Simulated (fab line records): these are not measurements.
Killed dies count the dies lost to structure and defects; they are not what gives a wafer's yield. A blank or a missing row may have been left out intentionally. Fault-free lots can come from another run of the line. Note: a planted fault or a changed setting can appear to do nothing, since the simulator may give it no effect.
Comparing a struck lot with a sound one || flow sky130 || 17 out of 708 route steps
Sound: the wafers L318.1, L318.2, L318.4. Struck: wafer L324.6. (L324.2, L324.5 of the same lot were not struck and are left out.) The cause comes at the end.
At each step with rows: each side's tool, then ch and its chambers, then its first start. Under that, the readings that differ: sound wafers || struck wafers || difference of the means || sigmas: that difference in standard deviations of wafers without a fault.
alike: readings whose means differ by less than 2 such deviations, and words and numbers that are the same on both sides. not compared: withheld readings, readings that some wafer has no value for, bounds like >300 that may hide the same value, and numbers for which the record gives no deviation and whose values overlap.
Wherever a step has rows on one side only, a row that says differs or no value, or a row with sigmas, the two part there. Numbers that don't overlap but have no deviation are shown without sigmas and don't part them. Lack of a reading on every wafer of one side parts them only where that side has two or more wafers.

first, 3 steps without rows for these wafers: SKY_VIA3_EXPOSE_09 (exposes mask VIM3, target cd 200 nm); SKY_VIA3_PEB_10; SKY_VIA3_DEVELOP_11 (develop time 60 s).
SKY_VIA3_CD_MEAS_12 targets a cd of 200 nm.
  sound on cd_sem-02 at day 41 12:56; struck on cd_sem-02 at day 42 23:16
  alike: cd_nm
SKY_VIA3_OVL_MEAS_13:
  sound on overlay-02 at day 41 13:04; struck on overlay-01 at day 42 23:22
  alike: VIA3_OVL
SKY_VIA3_ETCH_14: etches BARC in N2/H2, stops on SiO2, time 45.9 s, target depth 60 nm.
  sound on rie_diel-02 ch 2,3, day 41 13:05; struck on rie_diel-02 ch 1, day 42 23:23
{"reading": "drypump_motor_current_A (A)", "sound": "6.3 5.9 6.2", "struck": 4.7, "difference": -1.4, "sigmas": -2}
  alike: oes_product_au, throttle_valve_pct
  not compared: rf_hours_counter_h
SKY_VIA3_ETCH_15: etches SiO2 in C4F8/O2/Ar, stops on TiN, target depth 507 nm, time 78 s.
  sound on rie_diel-02 ch 2,3, day 41 13:08; struck on rie_diel-02 ch 1, day 42 23:26
  alike: oes_product_au
  not compared: rf_hours_counter_h
SKY_VIA3_STRIP_16: strips in O2/N2.
  sound on plasma_asher-02 ch 0,1, day 41 13:12; struck on plasma_asher-01 ch 1, day 42 23:30
{"reading": "drypump_motor_current_A (A)", "sound": "5.57 5.35 5.58", "struck": 5.92, "difference": "+0.42", "sigmas": "+2"}
  alike: oes_product_au, strip_time_to_endpoint_s
  not compared: rf_hours_counter_h
then, 3 steps without rows for these wafers: SKY_VIA3_STRIP_17 (strips in post etch residue remover, time 1200 s); SKY_VIA3_CLEAN_18 (cleans in IPA, time 180 s); SKY_VIA3_CLEAN_19 (cleans in O3/DIW).
SKY_VIA3_SPUTTER_20: material TiN, target thk 20 nm, time 80 s.
  sound on pvd_sputter-03 at day 41 13:47; struck on pvd_sputter-01 at day 43 00:05
  alike: throttle_valve_pct
SKY_VIA3_CVD_21: deposits W, target thk 390 nm, time 117.31 s.
  sound on cvd_w-01 ch 0,1, day 41 13:51; struck on cvd_w-02 ch 0, day 43 00:10
{"reading": "model.W_of_VIA3_CVD_21.thk_nm (nm)", "sound": "391.2 389 386.8", "struck": 501.6, "difference": "+112.6", "sigmas": ""}
  alike: heater_power_w
SKY_VIA3_RS_MEAS_22: a four-point-probe measurement.
  sound on film_metro-03 at day 41 13:58; struck on film_metro-03 at day 43 00:18
{"reading": "VIA3_W_RS (ohm/sq)", "sound": "0.2925 0.2944 0.2961", "struck": 0.2279, "difference": -0.0664, "sigmas": -28}
SKY_VIA3_THK_MEAS_23: measures by xrf.
  sound on film_metro-03 at day 41 14:05; struck on film_metro-03 at day 43 00:25
{"reading": "VIA3_W_THK (nm)", "sound": "391 392 385", "struck": 503, "difference": "+114", "sigmas": "+19"}
SKY_VIA3_CMP_24: polishes, stops on SiO2, t overpolish 20 s, target thk 0 nm.
  sound on cmp-01 ch 0,1,3, day 41 14:12; struck on cmp-02 ch 1, day 43 00:37
{"reading": "time_to_endpoint_s (s)", "sound": "100 99 98", "struck": 128, "difference": "+29", "sigmas": "+8"}
  alike: motor_current_A
SKY_METAL4_SPUTTER_00: material Ti, target thk 15 nm, time 10 s.
  sound on pvd_sputter-01 at day 41 14:27; struck on pvd_sputter-04 at day 43 00:46
  alike: throttle_valve_pct

## WHERE THEY PART
First at SKY_VIA3_ETCH_14; last, within this record, at SKY_VIA3_CMP_24. Later steps at which nothing parts them and some readings are alike: SKY_METAL4_SPUTTER_00.

WHY: what had been put in by the simulator
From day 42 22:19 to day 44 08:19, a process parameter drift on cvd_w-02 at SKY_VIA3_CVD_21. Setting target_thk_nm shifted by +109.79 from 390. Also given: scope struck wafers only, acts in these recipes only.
